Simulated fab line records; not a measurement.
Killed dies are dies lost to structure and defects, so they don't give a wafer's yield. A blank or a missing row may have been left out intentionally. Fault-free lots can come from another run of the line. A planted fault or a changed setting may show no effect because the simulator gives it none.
fab line records    flow sky130
record lots=15  wafers=45  lastDay=50
route steps=708 shown VIA3@595 METAL4@627
lots untouched by any fault: they come from a run of this same line in which no faults occurred
startH: the number of hours between the record's first day and the start of the first shown wafer of the lot    waitH: hours elapsed since this lot's preceding step    " repeats the value in the row above    L1.1+2: several wafers, shown together as one row    - no value, or no start was given    * or withheld: withheld    < > ~ a bound
route shown NAME@n: names a module that has steps shown in the file, with the first one's number in the route    usual: mean/standard deviation taken from wafers without a fault    same: alike in all rows    chamber/n: place in a boat    sites: the reading at each site    _std_site: standard deviation of those values    _edge_site: inner sites' mean taken away from outer sites' mean    radiusMm: for every site, how far away it sits from the centre of the wafer    mask NAME#n: copy n    behind: the most recent tool/chamber to have shaped the wafer    hold: the reason the lot was held/the length of the hold in hours/how it ended    device: whichever transistor did not switch (one of n, p or np)    end of line: the same wafers' tests at the end of the route    where a step has no rows: the recipe by itself    killed: not the wafer's yield, but the dies lost to structure and defects at the first sort    map: dies across one wafer; x = killed, . = not, _ = none there
set.NAME: the setting that was run; set.NAME@STEP: the one run at that earlier step    model.NAME: the simulator's own value behind a step, which no gauge read
one table for each step of the route and one row for each wafer, over a sample of lots
services: the hour from which a tool's chamber was out of use, counted from the record's first day as startH (under 0 if before that day), plus the number of hours and why
## steps
# step SKY_VIA3_RS_MEAS_22
# recipe thkMeasGauge=four-point-probe  reads=W_of_VIA3_CVD_21+TiN_of_VIA3_SPUTTER_20
# usual VIA3_W_RS=0.2932/0.0024
lot.wafer  tool          chamber  startH   waitH  VIA3_W_RS[ohm/sq]
L321.4     filmMetro-02  -        943.59   0.1    0.2915
L321.5     "             -        "        "      0.2886
L321.6     "             -        "        "      0.2901
L323.1     filmMetro-02  -        967.72   0.1    0.2923
L323.4     "             -        "        "      0.2907
L323.6     "             -        "        "      0.2932
L324.3     filmMetro-02  -        975.04   0.1    0.2930
L324.5     "             -        "        "      0.2913
L324.6     "             -        "        "      0.2949
L325.1     filmMetro-03  -        979.44   0.1    0.2947
L325.4     "             -        "        "      0.3000
L325.6     "             -        "        "      0.2965
L326.1     filmMetro-02  -        993.04   0.1    0.2927
L326.2     "             -        "        "      0.2943
L326.6     "             -        "        "      0.2907
L329.1     filmMetro-01  -        1010.59  0.1    0.2957
L329.3     "             -        "        "      0.2943
L329.5     "             -        "        "      0.2940
L332.1     filmMetro-03  -        1030.65  0.1    0.2958
L332.4     "             -        "        "      0.2955
L332.6     "             -        "        "      0.2970
L335.2     filmMetro-01  -        1040.80  0.1    0.2939
L335.3     "             -        "        "      0.2923
L335.4     "             -        "        "      0.2924
L334.1     filmMetro-02  -        1041.99  0.1    0.2900
L334.2     "             -        "        "      0.2929
L334.3     "             -        "        "      0.2933
L336.1     filmMetro-01  -        1048.57  0.1    0.2955
L336.5     "             -        "        "      0.2941
L336.6     "             -        "        "      0.2949
L337.2     filmMetro-02  -        1061.51  0.1    0.2949
L337.4     "             -        "        "      0.2973
L337.6     "             -        "        "      0.2928
L339.2     filmMetro-02  -        1069.96  0.1    0.2928
L339.3     "             -        "        "      0.2912
L339.4     "             -        "        "      0.2921
L340.3     filmMetro-02  -        1074.63  0.1    0.2906
L340.4     "             -        "        "      0.2906
L340.5     "             -        "        "      0.2881
L341.2     filmMetro-02  -        1081.20  0.1    0.2954
L341.5     "             -        "        "      0.2959
L341.6     "             -        "        "      0.2951
L342.2     filmMetro-01  -        1088.12  0.1    0.2975
L342.3     "             -        "        "      0.2955
L342.4     "             -        "        "      0.2955
# step SKY_VIA3_THK_MEAS_23
# recipe thkMeasGauge=xrf  reads=W_of_VIA3_CVD_21
# usual VIA3_W_THK=387/5.3
lot.wafer  tool          chamber  startH   waitH  VIA3_W_THK[nm]
L321.4     filmMetro-02  -        943.68   0.1    392
L321.5     "             -        "        "      395
L321.6     "             -        "        "      395
L323.1     filmMetro-02  -        967.84   0.1    393
L323.4     "             -        "        "      397
L323.6     "             -        "        "      390
L324.3     filmMetro-02  -        975.14   0.1    391
L324.5     "             -        "        "      395
L324.6     "             -        "        "      389
L325.1     filmMetro-03  -        979.56   0.1    389
L325.4     "             -        "        "      383
L325.6     "             -        "        "      386
L326.1     filmMetro-02  -        993.16   0.1    395
L326.2     "             -        "        "      393
L326.6     "             -        "        "      397
L329.1     filmMetro-01  -        1010.71  0.1    383
L329.3     "             -        "        "      383
L329.5     "             -        "        "      383
L332.1     filmMetro-03  -        1030.77  0.1    385
L332.4     "             -        "        "      382
L332.6     "             -        "        "      381
L335.2     filmMetro-01  -        1040.91  0.1    383
L335.3     "             -        "        "      387
L335.4     "             -        "        "      385
L334.1     filmMetro-02  -        1042.11  0.1    393
L334.2     "             -        "        "      393
L334.3     "             -        "        "      390
L336.1     filmMetro-01  -        1048.69  0.1    380
L336.5     "             -        "        "      383
L336.6     "             -        "        "      381
L337.2     filmMetro-02  -        1061.62  0.1    385
L337.4     "             -        "        "      382
L337.6     "             -        "        "      389
L339.2     filmMetro-02  -        1070.07  0.1    385
L339.3     "             -        "        "      389
L339.4     "             -        "        "      388
L340.3     filmMetro-02  -        1074.73  0.1    391
L340.4     "             -        "        "      391
L340.5     "             -        "        "      392
L341.2     filmMetro-02  -        1081.31  0.1    380
L341.5     "             -        "        "      382
L341.6     "             -        "        "      384
L342.2     filmMetro-01  -        1088.23  0.1    380
L342.3     "             -        "        "      384
L342.4     "             -        "        "      385
# step SKY_METAL4_PEB_11
# recipe pebTempC=withheld  pebTimeS=withheld  resist=KrF-thick
# usual chillPlateTempC=*  exhaustPa=44.9/0.92
lot.wafer  tool           chamber  startH  waitH  chillPlateTempC  exhaustPa
L321.4     lithoTrack-03  0        992     -      *                44.7
L321.5     "              0        "       "      *                45.5
L321.6     "              0        "       "      *                44.7
L323.1     lithoTrack-03  0        1015    -      *                44.1
L323.4     "              0        "       "      *                43.9
L323.6     "              0        "       "      *                44.8
L324.3     lithoTrack-03  -        1023    -      -                -
L324.5     "              -        "       "      -                -
L324.6     "              -        "       "      -                -
L325.1     lithoTrack-03  -        1026    -      -                -
L325.4     "              -        "       "      -                -
L325.6     "              -        "       "      -                -
L326.1     lithoTrack-02  -        1040    -      -                -
L326.2     "              -        "       "      -                -
L326.6     "              -        "       "      -                -
L329.1     lithoTrack-02  0        1057    -      *                44.3
L329.3     "              0        "       "      *                45.5
L329.5     "              0        "       "      *                45.7
L332.1     lithoTrack-03  0        1076    -      *                44.2
L332.4     "              0        "       "      *                43.9
L332.6     "              0        "       "      *                43.8
L335.2     lithoTrack-01  0        1084    -      *                44.3
L335.3     "              0        "       "      *                44.1
L335.4     "              0        "       "      *                44.1
L334.1     lithoTrack-01  0        1087    -      *                45.9
L334.2     "              0        "       "      *                44.5
L334.3     "              0        "       "      *                45.6
L336.1     lithoTrack-02  0        1092    -      *                44.4
L336.5     "              0        "       "      *                44.1
L336.6     "              0        "       "      *                44.3
L337.2     lithoTrack-03  0        1104    -      *                45.0
L337.4     "              0        "       "      *                46.1
L337.6     "              0        "       "      *                45.8
L339.2     lithoTrack-03  0        1111    -      *                44.1
L339.3     "              0        "       "      *                44.4
L339.4     "              0        "       "      *                44.1
L340.3     lithoTrack-02  0        1116    -      *                46.5
L340.4     "              0        "       "      *                44.6
L340.5     "              0        "       "      *                46.1
L341.2     lithoTrack-03  0        1122    -      *                46.3
L341.5     "              0        "       "      *                47.1
L341.6     "              0        "       "      *                46.5
L342.2     lithoTrack-02  0        1130    -      *                44.5
L342.3     "              0        "       "      *                45.4
L342.4     "              0        "       "      *                43.9
# step SKY_METAL4_ETCH_16
# recipe chemistry=N2/H2  target=BARC  ionEnergyEv=200  biasW=100  pressureMtorr=30  n2FlowSccm=100  h2FlowSccm=200  icpW=500  stopOn=SiO2  timeS=88.2  targetDepthA=600
# usual drypumpMotorCurrentA=5.9/0.41  heBacksideLeakSccm=3.3/0.33  oesProductAu=0.625/0.0045  throttleValvePct=13.206/0.0097
lot.wafer  tool         chamber  startH   waitH  drypumpMotorCurrentA  heBacksideLeakSccm  oesProductAu  rfHoursCounterH  throttleValvePct
L321.4     rieMetal-03  0        993.03   0.0    6.0                   3.2                 0.627         -                13.208
L321.5     "            1        "        "      6.2                   3.4                 0.624         -                13.204
L321.6     "            0        "        "      6.0                   3.1                 0.625         -                13.202
L323.1     rieMetal-01  1        1016.30  0.0    5.8                   3.5                 0.634         7                13.207
L323.4     "            0        "        "      6.5                   3.3                 0.630         -                13.207
L323.6     "            0        "        "      6.5                   3.3                 0.632         -                13.217
L324.3     rieMetal-03  1        1023.74  0.1    6.2                   3.2                 0.618         -                13.202
L324.5     "            1        "        "      6.2                   3.5                 0.627         -                13.203
L324.6     "            1        "        "      6.2                   3.2                 0.625         -                13.196
L325.1     rieMetal-04  0        1027.35  0.0    5.1                   3.2                 0.617         7                13.207
L325.4     "            1        "        "      6.0                   3.4                 0.624         -                13.210
L325.6     "            1        "        "      6.0                   3.4                 0.626         -                13.225
L326.1     rieMetal-04  1        1040.95  0.0    6.0                   5.1                 0.625         11               13.202
L326.2     "            0        "        "      5.1                   3.3                 0.628         7                13.225
L326.6     "            0        "        "      5.2                   3.1                 0.626         -                13.199
L329.1     rieMetal-03  0        1058.00  0.0    6.0                   3.1                 0.621         1                13.212
L329.3     "            0        "        "      5.9                   3.1                 0.620         -                13.205
L329.5     "            1        "        "      6.2                   3.6                 0.632         -                13.200
L332.1     rieMetal-01  1        1076.80  0.0    5.8                   3.6                 0.624         10               13.191
L332.4     "            1        "        "      5.8                   3.6                 0.626         -                13.198
L332.6     "            0        "        "      6.5                   3.2                 0.618         -                13.197
L335.2     rieMetal-03  0        1085.35  0.1    6.0                   3.1                 0.625         -                13.204
L335.3     "            0        "        "      5.9                   3.1                 0.627         -                13.212
L335.4     "            0        "        "      6.0                   3.1                 0.625         -                13.202
L334.1     rieMetal-04  0        1087.89  0.0    5.1                   3.0                 0.624         10               13.202
L334.2     "            1        "        "      6.1                   3.5                 0.624         14               13.198
L334.3     "            1        "        "      6.1                   3.5                 0.625         -                13.205
L336.1     rieMetal-03  1        1093.30  0.0    6.2                   3.3                 0.624         8                13.203
L336.5     "            0        "        "      6.0                   3.0                 0.619         -                13.208
L336.6     "            1        "        "      6.2                   3.4                 0.619         -                13.188
L337.2     rieMetal-01  0        1105.25  0.0    6.5                   3.3                 0.627         23               13.207
L337.4     "            1        "        "      5.8                   3.7                 0.619         -                13.220
L337.6     "            0        "        "      6.4                   3.3                 0.631         -                13.204
L339.2     rieMetal-03  0        1112.30  0.0    5.9                   3.1                 0.629         5                13.220
L339.3     "            1        "        "      6.2                   3.1                 0.624         -                13.214
L339.4     "            0        "        "      6.0                   3.2                 0.619         -                13.212
L340.3     rieMetal-01  1        1116.71  0.1    5.8                   3.6                 0.628         -                13.213
L340.4     "            0        "        "      6.5                   3.2                 0.627         -                13.210
L340.5     "            0        "        "      6.5                   3.3                 0.625         -                13.220
L341.2     rieMetal-04  0        1122.75  0.0    5.1                   3.1                 0.621         13               13.203
L341.5     "            0        "        "      5.1                   3.2                 0.623         -                13.202
L341.6     "            1        "        "      6.1                   3.3                 0.627         -                13.207
L342.2     rieMetal-04  0        1130.55  0.0    5.1                   3.1                 0.631         14               13.218
L342.3     "            1        "        "      6.1                   3.4                 0.629         -                13.199
L342.4     "            0        "        "      5.1                   3.2                 0.622         -                13.210
## services
tool         chamber  startH   hours  kind
rieMetal-03  0        1001.60  3.1    repair
rieMetal-03  0        1004.65  -      clean
rieMetal-03  0        1004.65  30.2   scheduledDown
rieMetal-03  0        1004.65  30.2   ventCycle
rieMetal-01  1        1040.95  5.8    repair
rieMetal-03  1        1048.03  3.3    repair
rieMetal-03  0        1073.30  11.9   repair
rieMetal-04  -        1124.42  2.8    pm
## key
firstSign step=SKY_METAL4_PEB_11  reading=toolRecord  direction=missing
effect none on later readings
metAt SKY_METAL4_PEB_11
struckLots L324,L325,L326
laterRowsLeftOut L324.3,L324.5,L324.6,L325.1,L325.4,L325.6,L326.1,L326.2,L326.6
sortLeftOut L324.3,L324.5,L324.6,L325.1,L325.4,L325.6,L326.1,L326.2,L326.6
notActingAt SKY_VIA3_RS_MEAS_22,SKY_VIA3_THK_MEAS_23,SKY_METAL4_ETCH_16
onsetBetween 1015 1023
fault kind=skippedStepWhole  tool=lithoTrack-02,lithoTrack-03  chamber=-  onsetH=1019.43  steps=SKY_METAL4_PEB_11  scope=struckLotsOnly
# sortLeftOut: the simulated sort isn't trusted on such a fault, so these wafers' sort isn't shown, and their yield isn't known
# laterRowsLeftOut: the simulator's readings of these wafers behind a module that went badly wrong aren't trusted and aren't shown, but for the sort
